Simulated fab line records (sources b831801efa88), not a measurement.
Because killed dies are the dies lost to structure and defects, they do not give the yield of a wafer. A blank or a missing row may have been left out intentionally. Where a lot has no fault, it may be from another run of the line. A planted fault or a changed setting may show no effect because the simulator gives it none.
Problem report in the 8D (eight disciplines) form, filled by code || flow gf180mcu || the parts of the form that need people (team, actions taken, sign-off) are left out

## 1. WHAT WENT WRONG
NWELL_TW at GF_NWELL_TW_MEAS_11 reads a mean of 1933 on 6 wafers of 2 lots; wafers without a fault read 1572 with a standard deviation of 17. Measured from the usual mean, that is +21 standard deviations.
First observed at day 4 16:37: wafer L793.3, on filmMetro-02. At this step, 30 wafers from 10 lots have a number in the record. Rule for "out", or "out of limits": more than 4 standard deviations from the usual mean. The other wafers with a number count as sound.

## 2. WHAT IT IS; WHAT IT IS NOT
{"question": "which readings at this step", "is": "NWELL_TW", "is not": "-"}
{"question": "which lots", "is": "L793, L798", "is not": "L787, L788, L790, L791, L807, L808, L809, L810"}
{"question": "which wafers of those lots", "is": "all that have a number", "is not": "-"}
{"question": "read on which gauges", "is": "filmMetro-01, filmMetro-02", "is not": "filmMetro-03"}
{"question": "when", "is": "from day 4 16:37", "is not": "up to then (12 sound wafers); but 12 sound wafers of L807, L808, L809, L810 came after"}

## 3. SUSPECTS, AND WHAT RULES EACH OUT
Counting: any tool at a process step up to the reading is kept as a suspect provided that every lot that is out went through it and no sound lot did after the first of them.
- the gauge at GF_NWELL_TW_MEAS_11 is ruled out. 2 gauges (filmMetro-01, filmMetro-02) read the wafers that are out.
- lithoTrack-01 at GF_DNWELL_COAT_02 (resist thk 3000 nm): ruled out as a lasting fault. Sound lots L809, L810 ran on it after its first lot that is out, L793 (day 3 19:27).
- plasmaAsher-02 at GF_DNWELL_STRIP_08 (strips in O2/N2): ruled out as a lasting fault. Sound lots L807, L808, L810 ran on it after its first lot that is out, L793 (day 4 02:38).
Left after counting: nothing in the record.

## 4. THE CAUSE (what the simulator had put in)
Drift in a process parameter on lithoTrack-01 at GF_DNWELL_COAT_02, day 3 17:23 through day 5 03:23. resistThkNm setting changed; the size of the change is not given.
Counting ruled it out, wrongly: the rule takes a fault to strike every lot that its tool runs from its start on, and this one did not.

## 5. THE CHAIN OF EFFECTS, in route order
Each row: a reading where the mean over the struck wafers with a number is more than 3 standard deviations away from the usual. Only readings whose record carries a usual standard deviation are examined. hours: median over the lots of the time between each lot's start at the first step of this table that gives one and its start at this step. sigmas: the change, counted in usual standard deviations.
{"hours": 0, "step": "GF_DNWELL_STRIP_08", "reading": "stripTimeToEndpointS", "usual": "36.93 s", "on struck wafers": 17.73, "change": -19.20, "sigmas": "-99 or more"}
{"hours": 16, "step": "GF_NWELL_TW_MEAS_11", "reading": "NWELL_TW", "usual": 1572, "on struck wafers": 1933, "change": "+361", "sigmas": "+21"}
{"hours": 31, "step": "GF_LVPWELL_TW_MEAS_11", "reading": "LVPWELL_TW", "usual": 557, "on struck wafers": 1536, "change": "+979", "sigmas": "+99 or more"}
{"hours": 48, "step": "GF_MVSD_TW_MEAS_11", "reading": "MVSD_TW", "usual": 1587, "on struck wafers": 1960, "change": "+373", "sigmas": "+22"}
The process steps in it:
- GF_DNWELL_STRIP_08: strips in O2/N2.
Later steps that measure or inspect, where all struck wafers having a row at the step show a number for every such reading and not one has moved that far: GF_HV_LDD_TW_MEAS_11.

## 6. HOW IT WOULD HAVE BEEN CAUGHT EARLIER
The first out-of-limits reading at a measuring or inspecting step in this record came at day 4 16:37, 23 hours after the fault's start at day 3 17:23.
